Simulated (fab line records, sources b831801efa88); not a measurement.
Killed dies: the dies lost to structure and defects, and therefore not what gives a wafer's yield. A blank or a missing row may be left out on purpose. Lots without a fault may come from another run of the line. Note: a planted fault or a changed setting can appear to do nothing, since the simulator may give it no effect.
A single fault, viewed from 2 desks	flow sky130	each desk holds nothing but its own numbers, with what lay behind them at the end

THE TOOL OWNER'S DESK: hdpcvd-01
The tool's own readings at SKY_VIA3_HDPCVD_00 (deposits SiO2, target thk 1635 nm, time 262 s): means of the sampled wafers that have a number, for each lot that ran on this tool. If a lot's mean is further than 4 standard deviations from the usual mean, the lot is out of limits and carries the mark OUT (the distance appears in the brackets).
Columns: A = pressure-mtorr at SKY_VIA3_HDPCVD_00, usual 6.001 mTorr
lot	first seen here	A
L198	day 39 08:40	6.009
L199	day 39 23:08	5.998
L201	day 40 13:47	5.998
L212	day 43 15:37	5.997
L215	day 44 13:32	6.002
L217	day 44 17:36	6.003
This desk found nothing out of limits on any of the 6 lots.

METROLOGY DESK
Lot by lot, what the gauges showed, no matter which tool ran the lot: averages of those sampled wafers that carry a number. If a lot's mean is further than 4 standard deviations from the usual mean, the lot is out of limits and carries the mark OUT (the distance appears in the brackets).
Columns: A = VIA3_HDPCVD_THK at SKY_VIA3_THK_MEAS_01, usual 1572 nm; B = VIA3_OVL at SKY_VIA3_OVL_MEAS_13, usual 4 nm
lot	first seen here	A	B
L196	day 38 13:00	1582	3
L198	day 39 08:50	1558	1
L199	day 39 23:19	1934 (+16) OUT	1
L201	day 40 13:55	1913 (+16) OUT	5
L206	day 41 17:50	1578	13
L210	day 42 21:54	1562	9
L211	day 43 06:41	1588	5
L212	day 43 15:48	1602	5
L214	day 44 08:35	1554	0
L216	day 44 11:38	1556	5
L215	day 44 13:43	1584	4
L217	day 44 17:46	1587	12
This desk's finding: out of limits on L199, L201; first on L199, day 39 23:19 (VIA3_HDPCVD_THK at SKY_VIA3_THK_MEAS_01). L196, L198, L206, L210, L211, L212, L214, L216, L215, L217 stayed within limits.

BROUGHT TOGETHER
At day 39 23:19 the metrology desk could have sounded an alarm, on L199, L201.
The desk of the tool owner found nothing out of limits.
Tool owner's desk: L199, L201 on record, inside its limits.
SKY_VIA3_HDPCVD_00 was run on hdpcvd-01 by each of the lots named.

WHAT THE SIMULATOR HAD INSERTED
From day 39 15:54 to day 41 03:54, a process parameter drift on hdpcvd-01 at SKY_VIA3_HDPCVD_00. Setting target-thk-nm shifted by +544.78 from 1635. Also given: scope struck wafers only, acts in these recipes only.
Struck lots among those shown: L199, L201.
Time in hours between the start of the fault and the first out-of-limits reading at each desk: metrology desk, 7.
